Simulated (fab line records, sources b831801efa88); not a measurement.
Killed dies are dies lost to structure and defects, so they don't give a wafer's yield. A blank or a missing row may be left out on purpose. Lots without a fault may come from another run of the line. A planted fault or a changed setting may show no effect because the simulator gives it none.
fab line records | flow sky130
record lots=6 wafers=18 last_day=50
route steps=708 shown DNWELL@41 PWDE@45 NWELL@57 PAD_OPEN@708
lots that met no fault: from a run of the same line without faults
start_h: hours from the record's first day to the start of the lot's first wafer shown | wait_h: hours since the lot's step before | " the same as in the row above | L1.1+2: a row that stands for several wafers | - no value, or no start given | * or withheld: withheld | < > ~ a bound
route shown NAME@n: a module of which the file shows steps, and the number in the route of the first | usual: mean/standard deviation of fault-free wafers | same: alike in all rows | chamber/n: place in a boat | sites: the reading at each site | _std_site: their standard deviation | _edge_site: outer sites' mean less inner sites' | radius_mm: how far each site lies from the wafer's centre | mask NAME#n: copy n | behind: the tool/chamber that last shaped the wafer | hold: why the lot was held/for how many hours/how that ended | device: the transistor (n, p or np) that didn't switch | end of line: the same wafers' tests at the end of the route | a step without rows: its recipe alone | killed: dies lost to structure and defects at the first sort, not the wafer's yield | map: a wafer's dies, x killed, . not, _ none there
set.NAME: the setting as run; set.NAME@STEP: as run at that earlier step | model.NAME: the simulator's own value behind a step, which no gauge read
lots at some steps of the route; a table a step, a row a wafer
services: from which hour (start_h, from the record's first day; less than 0 if before it) a tool's chamber was out of use, for how many hours, and why
## steps
# step SKY_DNWELL_DEVELOP_06
# recipe wall_angle_deg=90 developer=TMAH develop_time_s=60 dev_temp_c=23
# step SKY_DNWELL_IMPLANT_07
# recipe species=P energy_kev=withheld dose_cm2=withheld tilt_deg=withheld
# step SKY_DNWELL_STRIP_08
# recipe chemistry=O2/N2 power_w=1400 pressure_mtorr=1500 platen_temp_c=withheld o2_flow_sccm=3000 n2_flow_sccm=300 overash_fraction=0.5
# usual drypump_motor_current_A=5.8/0.45 oes_product_au=0.722/0.0043 strip_time_to_endpoint_s=36.97/0.099
# columns lot.wafer tool chamber start_h wait_h drypump_motor_current_A oes_product_au rf_hours_counter_h strip_time_to_endpoint_s
L470.1 plasma_asher-01 1 68.13 0.1 5.2 0.727 39 36.95
L470.3 " 1 " " 5.2 0.723 - 36.83
L470.6 " 0 " " 5.3 0.717 - 36.89
L472.2 plasma_asher-04 0 77.51 0.1 6.0 0.723 36 37.20
L472.3 " 1 " " 6.0 0.724 - 37.10
L472.5 " 0 " " 6.0 0.717 - 37.24
L478.2 plasma_asher-04 1 113.16 0.2 6.1 0.723 40 37.01
L478.3 " 0 " " 6.0 0.720 - 36.99
L478.6 " 1 " " 6.1 0.722 - 37.06
L479.2 plasma_asher-01 1 119.77 0.1 5.2 0.723 43 36.99
L479.4 " 0 " " 5.2 0.728 - 36.97
L479.5 " 0 " " 5.2 0.719 - 37.05
L480.2 plasma_asher-03 1 127.07 0.1 6.5 0.729 1 37.08
L480.3 " 1 " " 6.5 0.724 - 37.07
L480.6 " 0 " " 5.9 0.723 - 37.01
L488.3 plasma_asher-04 1 173.11 0.1 6.1 0.730 - 36.72
L488.4 " 0 " " 6.1 0.725 - 36.96
L488.5 " 1 " " 6.0 0.718 - 36.92
# step SKY_DNWELL_TW_MEAS_09
# usual DNWELL_TW=1118/8.2
# columns lot.wafer tool chamber start_h wait_h DNWELL_TW
L470.1 film_metro-03 - 68.23 0.1 1121
L470.3 " - " " 1122
L470.6 " - " " 1118
L472.2 film_metro-02 - 77.62 0.1 1114
L472.3 " - " " 1115
L472.5 " - " " 1110
L478.2 film_metro-02 - 113.27 0.1 1104
L478.3 " - " " 1104
L478.6 " - " " 1109
L479.2 film_metro-02 - 119.88 0.1 1105
L479.4 " - " " 1106
L479.5 " - " " 1107
L480.2 film_metro-03 - 127.20 0.1 1122
L480.3 " - " " 1124
L480.6 " - " " 1120
L488.3 film_metro-03 - 173.19 0.1 1113
L488.4 " - " " 1124
L488.5 " - " " 1125
# step SKY_PWDE_DEHYDRATE_00
# recipe temp_c=200 time_s=60
# step SKY_PWDE_HMDS_01
# recipe prime_time_s=60 prime_temp_c=120
# step SKY_PWDE_COAT_02
# recipe spin_rpm=2000 resist_thk_nm=3000
# step SKY_PWDE_SOFTBAKE_03
# recipe temp_c=110 time_s=withheld
# step SKY_PWDE_EXPOSE_04
# recipe mask_id=PWDEM na=0.6 source_shape=conventional sigma_outer=0.6 polarization=unpolarized target_cd_nm=840 dose_mj=214
# step SKY_PWDE_PEB_05
# recipe temp_c=115 time_s=withheld
# step SKY_PWDE_DEVELOP_06
# recipe wall_angle_deg=90 developer=TMAH develop_time_s=60 dev_temp_c=23
# step SKY_PWDE_OVL_MEAS_07
# usual PWDE_OVL=0.2/1.5
# columns lot.wafer tool chamber start_h wait_h PWDE_OVL[nm]
L470.1 overlay-01 - 85.28 - -3.5
L470.3 " - " " -0.4
L470.6 " - " " -3.4
L472.2 overlay-02 - 95.08 - 2.5
L472.3 " - " " 3.4
L472.5 " - " " 2.7
L478.2 overlay-01 - 137.11 - 0.7
L478.3 " - " " 0.6
L478.6 " - " " -0.7
L479.2 overlay-01 - 139.67 - -1.0
L479.4 " - " " -0.9
L479.5 " - " " -0.2
L480.2 overlay-01 - 144.88 - 1.1
L480.3 " - " " 1.0
L480.6 " - " " 3.7
L488.3 overlay-01 - 193.09 - 1.8
L488.4 " - " " 1.1
L488.5 " - " " 1.2
# step SKY_PWDE_IMPLANT_08
# recipe species=B energy_kev=148.6 dose_cm2=3.6e+12 tilt_deg=withheld
# usual dose_ions_cm2=3.6e+12/4.5e+09 faraday_current_uA=20.3/0.42
# columns lot.wafer tool chamber start_h wait_h dose_ions_cm2 faraday_current_uA
L470.1 implanter-03 0 85.31 0.0 3.6e+12 20.0
L470.3 " 0 " " 3.605e+12 20.6
L470.6 " 0 " " 3.6e+12 20.7
L472.2 implanter-04 0 95.14 0.0 3.602e+12 21.1
L472.3 " 0 " " 3.598e+12 19.7
L472.5 " 0 " " 3.6e+12 20.2
L478.2 implanter-04 0 137.17 0.0 3.91e+12 21.7
L478.3 " 0 " " 3.909e+12 22.9
L478.6 " 0 " " 3.912e+12 22.5
L479.2 implanter-04 0 139.72 0.0 3.914e+12 22.1
L479.4 " 0 " " 3.918e+12 22.1
L479.5 " 0 " " 3.918e+12 22.0
L480.2 implanter-03 0 144.94 0.0 3.606e+12 20.3
L480.3 " 0 " " 3.599e+12 20.1
L480.6 " 0 " " 3.599e+12 20.5
L488.3 implanter-03 0 193.17 0.1 3.6e+12 19.9
L488.4 " 0 " " 3.601e+12 20.7
L488.5 " 0 " " 3.593e+12 20.5
# step SKY_PWDE_STRIP_09
# recipe chemistry=O2/N2 power_w=1400 pressure_mtorr=1500 platen_temp_c=withheld o2_flow_sccm=3000 n2_flow_sccm=300 overash_fraction=0.5
# usual drypump_motor_current_A=6.0/0.32 oes_product_au=0.723/0.0048 strip_time_to_endpoint_s=36.94/0.094
# columns lot.wafer tool chamber start_h wait_h drypump_motor_current_A oes_product_au rf_hours_counter_h strip_time_to_endpoint_s
L470.1 plasma_asher-03 1 85.46 0.1 6.5 0.723 41 36.87
L470.3 " 1 " " 6.5 0.729 - 36.79
L470.6 " 0 " " 5.9 0.715 - 36.73
L472.2 plasma_asher-04 0 95.26 0.1 6.1 0.714 38 37.00
L472.3 " 1 " " 6.0 0.716 - 36.80
L472.5 " 0 " " 6.1 0.724 - 36.87
L478.2 plasma_asher-04 1 137.29 0.1 6.1 0.720 42 36.96
L478.3 " 0 " " 6.0 0.717 - 36.96
L478.6 " 0 " " 6.0 0.729 - 36.91
L479.2 plasma_asher-03 1 139.85 0.1 6.5 0.725 2 36.89
L479.4 " 1 " " 6.5 0.722 - 36.94
L479.5 " 1 " " 6.5 0.722 - 36.70
L480.2 plasma_asher-03 1 145.06 0.1 6.6 0.717 3 36.80
L480.3 " 0 " " 5.8 0.722 - 36.74
L480.6 " 0 " " 5.8 0.719 - 36.78
L488.3 plasma_asher-02 1 193.30 0.1 5.5 0.722 - 36.95
L488.4 " 0 " " 5.9 0.719 - 36.98
L488.5 " 1 " " 5.5 0.722 - 36.94
# step SKY_PWDE_TW_MEAS_10
# usual PWDE_TW=374.5/2.2
# columns lot.wafer tool chamber start_h wait_h hold PWDE_TW
L470.1 film_metro-02 - 85.56 0.1 - 371.4
L470.3 " - " " - 372.0
L470.6 " - " " - 371.8
L472.2 film_metro-02 - 95.37 0.1 - 370.7
L472.3 " - " " - 372.1
L472.5 " - " " - 369.9
L478.2 film_metro-02 - 137.40 0.1 await_dispo/0.2h/release 382.6
L478.3 " - " " await_dispo/0.2h/release 383.0
L478.6 " - " " await_dispo/0.2h/release 384.7
L478.2 film_metro-02 - 137.68 0.3 - 383.8
L478.3 " - " " - 383.5
L478.6 " - " " - 383.3
L479.2 film_metro-04 - 139.96 0.1 await_dispo/0.2h/release 387.4
L479.4 " - " " await_dispo/0.2h/release 386.1
L479.5 " - " " await_dispo/0.2h/release 386.3
L479.2 film_metro-04 - 140.19 0.2 - 386.8
L479.4 " - " " - 384.0
L479.5 " - " " - 388.0
L480.2 film_metro-02 - 145.17 0.1 - 372.5
L480.3 " - " " - 371.5
L480.6 " - " " - 372.0
L488.3 film_metro-03 - 193.39 0.1 - 376.0
L488.4 " - " " - 378.3
L488.5 " - " " - 376.1
# step SKY_NWELL_HMDS_04
# recipe prime_time_s=60 prime_temp_c=120
# step SKY_NWELL_COAT_05
# recipe spin_rpm=2000 resist_thk_nm=3000
# step SKY_NWELL_SOFTBAKE_06
# recipe temp_c=110 time_s=withheld
# step SKY_NWELL_EXPOSE_07
# recipe mask_id=NWM na=0.6 source_shape=conventional sigma_outer=0.6 polarization=unpolarized target_cd_nm=840 dose_mj=255
# step SKY_NWELL_PEB_08
# recipe temp_c=115 time_s=withheld
# step SKY_NWELL_DEVELOP_09
# recipe wall_angle_deg=90 developer=TMAH develop_time_s=60 dev_temp_c=23
# step SKY_NWELL_OVL_MEAS_10
# usual NWELL_00_OVL=0.2/1.2
# columns lot.wafer tool chamber start_h wait_h NWELL_00_OVL[nm]
L470.1 overlay-01 - 103.02 - -0.5
L470.3 " - " " -0.5
L470.6 " - " " -0.6
L472.2 overlay-02 - 113.23 - 0.6
L472.3 " - " " 0.8
L472.5 " - " " -1.0
L478.2 overlay-01 - 155.83 - -1.9
L478.3 " - " " -1.6
L478.6 " - " " -2.0
L479.2 overlay-01 - 159.39 - 0.0
L479.4 " - " " -1.2
L479.5 " - " " -0.3
L480.2 overlay-02 - 163.88 - 1.5
L480.3 " - " " 1.3
L480.6 " - " " -0.9
L488.3 overlay-02 - 215.09 - 0.0
L488.4 " - " " 0.0
L488.5 " - " " -1.1
# step SKY_NWELL_IMPLANT_11
# recipe species=P energy_kev=400 dose_cm2=1.9e+13 tilt_deg=withheld
# step SKY_NWELL_IMPLANT_12
# recipe species=P energy_kev=120 dose_cm2=1.3e+12 tilt_deg=withheld
# step SKY_NWELL_IMPLANT_13
# recipe species=P energy_kev=50 dose_cm2=7e+11 tilt_deg=withheld
# step SKY_NWELL_STRIP_14
# recipe chemistry=O2/N2 power_w=1400 pressure_mtorr=1500 platen_temp_c=withheld o2_flow_sccm=3000 n2_flow_sccm=300 overash_fraction=0.5
# usual drypump_motor_current_A=5.6/0.4 oes_product_au=0.722/0.0043 strip_time_to_endpoint_s=36.92/0.087
# columns lot.wafer tool chamber start_h wait_h drypump_motor_current_A oes_product_au rf_hours_counter_h strip_time_to_endpoint_s
L470.1 plasma_asher-01 0 103.51 0.1 5.2 0.724 42 36.89
L470.3 " 1 " " 5.2 0.722 - 36.98
L470.6 " 0 " " 5.2 0.721 - 37.03
L472.2 plasma_asher-04 0 113.71 0.1 6.0 0.714 40 36.95
L472.3 " 0 " " 6.0 0.723 - 36.82
L472.5 " 0 " " 6.0 0.726 - 36.85
L478.2 plasma_asher-01 0 156.31 0.1 5.2 0.727 46 36.94
L478.3 " 0 " " 5.3 0.732 - 37.03
L478.6 " 1 " " 5.2 0.717 - 37.02
L479.2 plasma_asher-01 1 159.87 0.1 5.2 0.722 47 37.04
L479.4 " 1 " " 5.2 0.716 - 36.98
L479.5 " 1 " " 5.2 0.719 - 37.07
L480.2 plasma_asher-02 1 164.36 0.1 5.5 0.719 36 36.84
L480.3 " 0 " " 5.9 0.722 - 36.80
L480.6 " 0 " " 5.9 0.724 - 36.78
L488.3 plasma_asher-02 0 215.59 0.1 5.9 0.721 - 36.87
L488.4 " 1 " " 5.5 0.720 - 36.95
L488.5 " 0 " " 5.9 0.728 - 36.97
# step SKY_NWELL_TW_MEAS_15
# usual NWELL_TW=1826/11
# columns lot.wafer tool chamber start_h wait_h NWELL_TW
L470.1 film_metro-03 - 103.61 0.1 1833
L470.3 " - " " 1838
L470.6 " - " " 1830
L472.2 film_metro-02 - 113.82 0.1 1803
L472.3 " - " " 1812
L472.5 " - " " 1808
L478.2 film_metro-02 - 156.42 0.1 1809
L478.3 " - " " 1804
L478.6 " - " " 1810
L479.2 film_metro-03 - 159.98 0.1 1831
L479.4 " - " " 1837
L479.5 " - " " 1827
L480.2 film_metro-04 - 164.47 0.1 1835
L480.3 " - " " 1847
L480.6 " - " " 1838
L488.3 film_metro-04 - 215.68 0.1 1823
L488.4 " - " " 1824
L488.5 " - " " 1820
# step SKY_NWELL_DEHYDRATE_16
# recipe temp_c=200 time_s=60
# step SKY_NWELL_HMDS_17
# recipe prime_time_s=60 prime_temp_c=120
# step SKY_NWELL_COAT_18
# recipe spin_rpm=2000 resist_thk_nm=3000
# step SKY_NWELL_SOFTBAKE_19
# recipe temp_c=110 time_s=withheld
# step SKY_NWELL_EXPOSE_20
# recipe mask_id=NWM_COMPLEMENT na=0.6 source_shape=conventional sigma_outer=0.6 polarization=unpolarized target_cd_nm=840 dose_mj=260
# step SKY_NWELL_PEB_21
# recipe temp_c=115 time_s=withheld
# step SKY_NWELL_DEVELOP_22
# recipe wall_angle_deg=90 developer=TMAH develop_time_s=60 dev_temp_c=23
# step SKY_NWELL_OVL_MEAS_23
# usual NWELL_01_OVL=0.3/1.3
# columns lot.wafer tool chamber start_h wait_h NWELL_01_OVL[nm]
L470.1 overlay-02 - 121.98 - -0.1
L470.3 " - " " 0.1
L470.6 " - " " 2.1
L472.2 overlay-01 - 137.15 - -0.7
L472.3 " - " " -0.3
L472.5 " - " " 0.3
L478.2 overlay-01 - 175.88 - 0.0
L478.3 " - " " -1.7
L478.6 " - " " 0.0
L479.2 overlay-01 - 178.68 - 1.0
L479.4 " - " " 1.9
L479.5 " - " " 2.0
L480.2 overlay-01 - 185.34 - -0.9
L480.3 " - " " 1.3
L480.6 " - " " -0.4
L488.3 overlay-01 - 238.29 - 2.0
L488.4 " - " " 1.4
L488.5 " - " " 0.6
# step SKY_NWELL_IMPLANT_24
# recipe species=B energy_kev=140 dose_cm2=9.2e+12 tilt_deg=withheld
# step SKY_NWELL_STRIP_25
# recipe chemistry=O2/N2 power_w=1400 pressure_mtorr=1500 platen_temp_c=withheld o2_flow_sccm=3000 n2_flow_sccm=300 overash_fraction=0.5
# usual drypump_motor_current_A=5.6/0.37 oes_product_au=0.722/0.0047 strip_time_to_endpoint_s=36.95/0.13
# columns lot.wafer tool chamber start_h wait_h drypump_motor_current_A oes_product_au rf_hours_counter_h strip_time_to_endpoint_s
L470.1 plasma_asher-01 1 122.17 0.1 5.2 0.726 43 37.01
L470.3 " 1 " " 5.2 0.720 - 37.02
L470.6 " 0 " " 5.2 0.717 - 37.14
L472.2 plasma_asher-01 0 137.33 0.1 5.2 0.721 44 36.88
L472.3 " 0 " " 5.2 0.722 - 36.91
L472.5 " 0 " " 5.2 0.728 - 36.86
L478.2 plasma_asher-01 0 176.06 0.1 5.3 0.721 48 37.08
L478.3 " 0 " " 5.2 0.722 - 37.22
L478.6 " 0 " " 5.2 0.716 - 37.17
L479.2 plasma_asher-04 0 178.86 0.1 6.1 0.718 46 37.02
L479.4 " 0 " " 6.0 0.718 - 37.04
L479.5 " 1 " " 6.0 0.725 - 36.98
L480.2 plasma_asher-01 0 185.52 0.1 5.2 0.717 50 37.04
L480.3 " 0 " " 5.3 0.716 - 36.94
L480.6 " 0 " " 5.2 0.728 - 36.98
L488.3 plasma_asher-02 0 238.50 0.1 5.8 0.721 - 36.93
L488.4 " 1 " " 5.5 0.724 - 36.98
L488.5 " 1 " " 5.5 0.725 - 36.87
# step SKY_NWELL_TW_MEAS_26
# usual NWELL_2_TW=498/3.1
# columns lot.wafer tool chamber start_h wait_h NWELL_2_TW
L470.1 film_metro-02 - 122.27 0.1 494
L470.3 " - " " 495
L470.6 " - " " 498
L472.2 film_metro-04 - 137.44 0.1 501
L472.3 " - " " 501
L472.5 " - " " 501
L478.2 film_metro-04 - 176.17 0.1 500
L478.3 " - " " 501
L478.6 " - " " 500
L479.2 film_metro-02 - 178.97 0.1 498
L479.4 " - " " 500
L479.5 " - " " 498
L480.2 film_metro-04 - 185.63 0.1 502
L480.3 " - " " 500
L480.6 " - " " 500
L488.3 film_metro-03 - 238.59 0.1 500
L488.4 " - " " 498
L488.5 " - " " 499
# step SKY_NWELL_CLEAN_27
# recipe chemistry=SC1/SC2 mix=1:4:20 temp_c=70 time_s=150 dry=n2_spin
# step SKY_NWELL_RTA_28
# recipe temp_c=1050 time_s=30 idle_temp_c=650 ramp_up_c_per_s=150 ramp_down_c_per_s=90 ambient=N2
# usual lamp_power_pct=25.31/0.056 wafer_temp_C_max=1054.9/1.1
# columns lot.wafer tool chamber start_h wait_h lamp_power_pct wafer_temp_C_max
L470.1 rtp_anneal-02 0 122.38 0.0 25.31 1054.2
L470.3 " 0 " " 25.36 1058.0
L470.6 " 0 " " 25.38 1053.9
L472.2 rtp_anneal-01 0 137.57 0.0 25.33 1053.6
L472.3 " 0 " " 25.40 1054.1
L472.5 " 0 " " 25.30 1055.7
L478.2 rtp_anneal-02 0 176.29 0.0 25.35 1054.7
L478.3 " 0 " " 25.23 1054.3
L478.6 " 0 " " 25.37 1052.6
L479.2 rtp_anneal-01 0 179.08 0.0 25.32 1054.5
L479.4 " 0 " " 25.31 1054.2
L479.5 " 0 " " 25.27 1053.7
L480.2 rtp_anneal-02 0 185.74 0.0 25.27 1055.2
L480.3 " 0 " " 25.37 1054.7
L480.6 " 0 " " 25.28 1054.0
L488.3 rtp_anneal-02 0 238.71 0.0 25.38 1055.4
L488.4 " 0 " " 25.36 1056.4
L488.5 " 0 " " 25.29 1055.0
# step SKY_NWELL_RS_MEAS_29
# recipe thk_meas_gauge=four-point-probe
# usual NWELL_RS=624.8/1.5
# columns lot.wafer tool chamber start_h wait_h NWELL_RS[ohm/sq]
L470.1 film_metro-03 - 122.48 0.1 622.6
L470.3 " - " " 624.4
L470.6 " - " " 623.2
L472.2 film_metro-04 - 137.76 0.2 627.2
L472.3 " - " " 626.9
L472.5 " - " " 624.6
L478.2 film_metro-04 - 176.39 0.1 622.8
L478.3 " - " " 622.6
L478.6 " - " " 623.3
L479.2 film_metro-02 - 179.19 0.1 625.0
L479.4 " - " " 624.3
L479.5 " - " " 626.1
L480.2 film_metro-03 - 185.85 0.1 624.9
L480.3 " - " " 624.1
L480.6 " - " " 625.1
L488.3 film_metro-02 - 238.82 0.1 624.1
L488.4 " - " " 624.8
L488.5 " - " " 625.9
# step SKY_NWELL_RS_MEAS_31
# recipe thk_meas_gauge=four-point-probe
# usual PWDE_RS=5284/17
# columns lot.wafer tool chamber start_h wait_h hold PWDE_RS[ohm/sq]
L470.1 film_metro-03 - 122.72 0.1 - 5299
L470.3 " - " " - 5295
L470.6 " - " " - 5289
L472.2 film_metro-04 - 138.00 0.1 - 5285
L472.3 " - " " - 5251
L472.5 " - " " - 5262
L478.2 film_metro-04 - 176.63 0.1 await_dispo/0.2h/release 4929
L478.3 " - " " await_dispo/0.2h/release 4935
L478.6 " - " " await_dispo/0.2h/release 4930
L478.2 film_metro-04 - 176.92 0.3 - 4941
L478.3 " - " " - 4936
L478.6 " - " " - 4934
L479.2 film_metro-02 - 179.43 0.1 await_dispo/0.2h/release 4940
L479.4 " - " " await_dispo/0.2h/release 4951
L479.5 " - " " await_dispo/0.2h/release 4951
L479.2 film_metro-02 - 179.73 0.3 - 4948
L479.4 " - " " - 4946
L479.5 " - " " - 4948
L480.2 film_metro-03 - 186.09 0.1 - 5278
L480.3 " - " " - 5278
L480.6 " - " " - 5277
L488.3 film_metro-02 - 239.06 0.1 - 5287
L488.4 " - " " - 5277
L488.5 " - " " - 5296
# step SKY_PAD_OPEN_PROBE_99
# usual killed_at_M0_to_M3=42/6.9 killed_at_M4_up=3.2/1.7 killed_at_contacts=25/5.1 killed_at_front_end=15/4.5 killed_at_other=0.4/0.63 killed_dies=86/9.3 killed_open=46/7 killed_short=39/6.9
# same gross_dies=492 killed_at_back_side=0
# columns lot.wafer tool chamber start_h wait_h killed_at_M0_to_M3 killed_at_M4_up killed_at_contacts killed_at_front_end killed_at_other killed_dies killed_open killed_short model.etest.res_pwde_under_gate.rs_ohm_sq
L470.1 prober-02 - 1096.49 0.1 51 5 26 18 0 100 58 42 6162
L470.3 prober-02 - 1096.59 0.2 46 4 31 19 0 100 54 46 6154
L470.6 prober-02 - 1096.74 0.2 49 3 23 21 1 97 52 45 6182
L472.2 prober-02 - 1113.02 0.1 38 5 25 15 1 84 51 33 6271
L472.3 prober-02 - 1113.07 0.2 52 4 27 16 0 99 56 43 6254
L472.5 prober-02 - 1113.17 0.2 41 4 23 16 1 85 50 35 6230
L479.2 prober-01 - 1149.68 0.1 32 4 25 13 2 76 39 37 5692
L479.4 prober-01 - 1149.78 0.2 38 3 23 16 0 80 47 33 5705
L479.5 prober-01 - 1149.83 0.2 42 2 23 12 1 80 47 33 5732
L478.2 prober-02 - 1153.58 0.1 39 4 25 21 0 89 47 42 5737
L478.3 prober-02 - 1153.63 0.2 51 2 26 14 0 93 40 52 5718
L478.6 prober-02 - 1153.78 0.2 34 3 33 22 1 93 37 55 5669
L480.2 prober-01 - 1161.58 0.1 35 2 24 24 0 85 42 43 6157
L480.3 prober-01 - 1161.63 0.2 36 4 27 20 0 87 43 44 6149
L480.6 prober-01 - 1161.78 0.2 35 2 23 9 1 70 34 36 6149
L488.3 prober-01 - 1198.19 0.2 42 3 22 10 1 78 39 39 6212
L488.4 prober-01 - 1198.24 0.2 34 4 42 17 0 97 52 44 6209
L488.5 prober-01 - 1198.29 0.2 42 4 30 21 0 97 54 43 6187
# killed by level:class
L470.1 VIA1:geometric_particle:open=16 LI_CONTACT:geometric_particle:open=10 VIA3:geometric_particle:open=9 CONTACT:geometric_particle:short=7 VIA2:geometric_particle:open=5 CONTACT:geometric_particle:open=5 METAL2:geometric_particle:short=5 METAL1:geometric_particle:short=5
L470.3 CONTACT:geometric_particle:open=13 VIA1:geometric_particle:open=12 CONTACT:geometric_particle:short=8 POLY_GATE:geometric_particle:open=5 METAL1:geometric_particle:short=5 METAL2:geometric_particle:short=5 VIA2:geometric_particle:open=5 VIA3:geometric_particle:open=5
L470.6 VIA1:geometric_particle:open=11 LI_CONTACT:geometric_particle:open=10 FIELD_ISO:geometric_particle:open=6 CONTACT:geometric_particle:open=6 METAL2:geometric_particle:short=6 POLY_GATE:geometric_particle:short=5 METAL1:geometric_particle:short=5 VIA1:geometric_particle:short=4
L472.2 CONTACT:geometric_particle:open=9 LI_CONTACT:geometric_particle:open=8 VIA1:geometric_particle:open=7 VIA2:geometric_particle:open=7 VIA3:geometric_particle:open=7 POLY_GATE:geometric_particle:open=6 FIELD_ISO:geometric_particle:short=4 CONTACT:geometric_particle:short=4
L472.3 CONTACT:geometric_particle:open=13 VIA1:geometric_particle:open=11 VIA3:geometric_particle:open=10 VIA1:geometric_particle:short=7 METAL2:geometric_particle:short=7 VIA2:geometric_particle:open=7 LI_CONTACT:geometric_particle:open=6 METAL1:geometric_particle:short=5
L472.5 LI_CONTACT:geometric_particle:open=10 VIA2:geometric_particle:open=9 METAL2:geometric_particle:short=8 CONTACT:geometric_particle:open=7 POLY_GATE:geometric_particle:open=6 VIA3:geometric_particle:open=6 FIELD_ISO:geometric_particle:short=5 VIA1:geometric_particle:open=5
L479.2 VIA1:geometric_particle:open=11 CONTACT:geometric_particle:short=7 LI_CONTACT:geometric_particle:open=6 VIA3:geometric_particle:open=6 LOCAL_INTERCONNECT:geometric_particle:short=5 FIELD_ISO:geometric_particle:short=4 CONTACT:geometric_particle:open=4 VIA1:geometric_particle:short=4
L479.4 VIA1:geometric_particle:open=9 LI_CONTACT:geometric_particle:open=7 CONTACT:geometric_particle:open=7 FIELD_ISO:geometric_particle:open=6 VIA2:geometric_particle:open=6 FIELD_ISO:geometric_particle:short=5 LOCAL_INTERCONNECT:geometric_particle:short=5 VIA1:geometric_particle:short=5
L479.5 LI_CONTACT:geometric_particle:open=10 VIA1:geometric_particle:open=10 FIELD_ISO:geometric_particle:open=7 VIA1:geometric_particle:short=7 VIA3:geometric_particle:open=6 CONTACT:geometric_particle:open=5 CONTACT:geometric_particle:short=4 METAL1:geometric_particle:short=4
L478.2 CONTACT:geometric_particle:short=10 VIA1:geometric_particle:open=9 FIELD_ISO:geometric_particle:short=7 LI_CONTACT:geometric_particle:open=7 VIA2:geometric_particle:open=7 VIA3:geometric_particle:open=7 FIELD_ISO:geometric_particle:open=6 METAL1:geometric_particle:short=6
L478.3 CONTACT:geometric_particle:open=8 METAL1:geometric_particle:short=8 VIA1:geometric_particle:open=8 LOCAL_INTERCONNECT:geometric_particle:short=7 METAL2:geometric_particle:short=7 VIA2:geometric_particle:open=6 VIA1:geometric_particle:short=5 VIA3:geometric_particle:open=5
L478.6 CONTACT:geometric_particle:open=10 LOCAL_INTERCONNECT:geometric_particle:short=10 METAL1:geometric_particle:short=8 FIELD_ISO:geometric_particle:short=7 METAL3:geometric_particle:short=7 POLY_GATE:geometric_particle:short=5 POLY_GATE:geometric_particle:open=4 VIA3:geometric_particle:open=4
L480.2 VIA1:geometric_particle:short=8 FIELD_ISO:geometric_particle:short=7 CONTACT:geometric_particle:open=7 VIA1:geometric_particle:open=7 FIELD_ISO:geometric_particle:open=6 LI_CONTACT:geometric_particle:short=5 METAL1:geometric_particle:short=5 VIA3:geometric_particle:open=5
L480.3 CONTACT:geometric_particle:open=17 VIA1:geometric_particle:short=7 METAL2:geometric_particle:short=7 FIELD_ISO:geometric_particle:short=6 VIA1:geometric_particle:open=6 CONTACT:geometric_particle:short=5 POLY_GATE:geometric_particle:open=4 LI_CONTACT:geometric_particle:open=4
L480.6 CONTACT:geometric_particle:open=10 VIA2:geometric_particle:open=8 LI_CONTACT:geometric_particle:open=6 VIA1:geometric_particle:short=6 CONTACT:geometric_particle:short=5 METAL2:geometric_particle:short=5 VIA2:geometric_particle:short=5 METAL3:geometric_particle:short=4
L488.3 LI_CONTACT:geometric_particle:open=8 VIA1:geometric_particle:open=8 METAL1:geometric_particle:short=7 CONTACT:geometric_particle:short=6 VIA3:geometric_particle:open=6 VIA2:geometric_particle:open=6 VIA3:geometric_particle:short=6 CONTACT:geometric_particle:open=5
L488.4 CONTACT:geometric_particle:open=16 LI_CONTACT:geometric_particle:open=11 FIELD_ISO:geometric_particle:short=8 VIA3:geometric_particle:open=8 VIA1:geometric_particle:open=6 VIA2:geometric_particle:open=6 LOCAL_INTERCONNECT:geometric_particle:short=5 METAL1:geometric_particle:short=5
L488.5 CONTACT:geometric_particle:open=11 LI_CONTACT:geometric_particle:open=9 VIA1:geometric_particle:open=9 FIELD_ISO:geometric_particle:short=6 METAL2:geometric_particle:short=6 VIA2:geometric_particle:open=6 VIA3:geometric_particle:open=6 VIA1:geometric_particle:short=5
## services
# columns tool chamber start_h hours kind
plasma_asher-02 - 49.57 3.2 repair
rtp_anneal-02 - 59.25 38.1 pm
implanter-04 - 65.37 5.3 repair
implanter-04 - 84.50 4.9 repair
plasma_asher-04 - 90.46 3.3 repair
plasma_asher-01 - 94.15 0.7 repair
implanter-04 - 100.76 2.8 pm
plasma_asher-01 - 106.33 10.0 pm
plasma_asher-03 - 108.75 9.0 pm
plasma_asher-03 0 108.75 9.0 vent_cycle
plasma_asher-03 1 108.75 9.0 vent_cycle
plasma_asher-03 0 117.75 - clean
plasma_asher-03 1 117.75 - clean
implanter-04 - 118.18 5.7 pm
implanter-04 - 142.84 4.3 repair
plasma_asher-03 - 154.01 2.8 pm
plasma_asher-02 - 170.95 0.4 repair
implanter-04 - 175.47 3.6 repair
implanter-03 - 213.38 4.4 pm
## key
first_sign step=SKY_PWDE_IMPLANT_08 reading=dose_ions_cm2 direction=up sigmas=70 usual=* struck=*
effect step=SKY_PWDE_IMPLANT_08 reading=faraday_current_uA direction=up sigmas=4.5 usual=20.3 struck=22.2
effect step=SKY_PWDE_TW_MEAS_10 reading=visit direction=added
effect step=SKY_NWELL_RS_MEAS_31 reading=PWDE_RS direction=down sigmas=20 usual=5284 struck=4939
model_effect step=SKY_PAD_OPEN_PROBE_99 value=etest.res_pwde_under_gate.rs_ohm_sq without=6169 struck=5709
met_at SKY_PWDE_IMPLANT_08
struck_wafers L478.2,L478.3,L478.6,L479.2,L479.4,L479.5
tester_left_out L478,L479
onset_between 95.14 137.17
fault kind=process_parameter_drift tool=implanter-04 chamber=- onset_h=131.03 steps=SKY_PWDE_IMPLANT_08 channel=dose_cm2 offset=* shape=step end_h=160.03 acts_in=* stated=*
# tester_left_out: of these lots the tester's yield and bins aren't shown, on N5 and GAA mostly nor the transistor test; their killed dies are dies lost to structure and defects alone, not to doping, threshold or leakage, so they don't give the yield
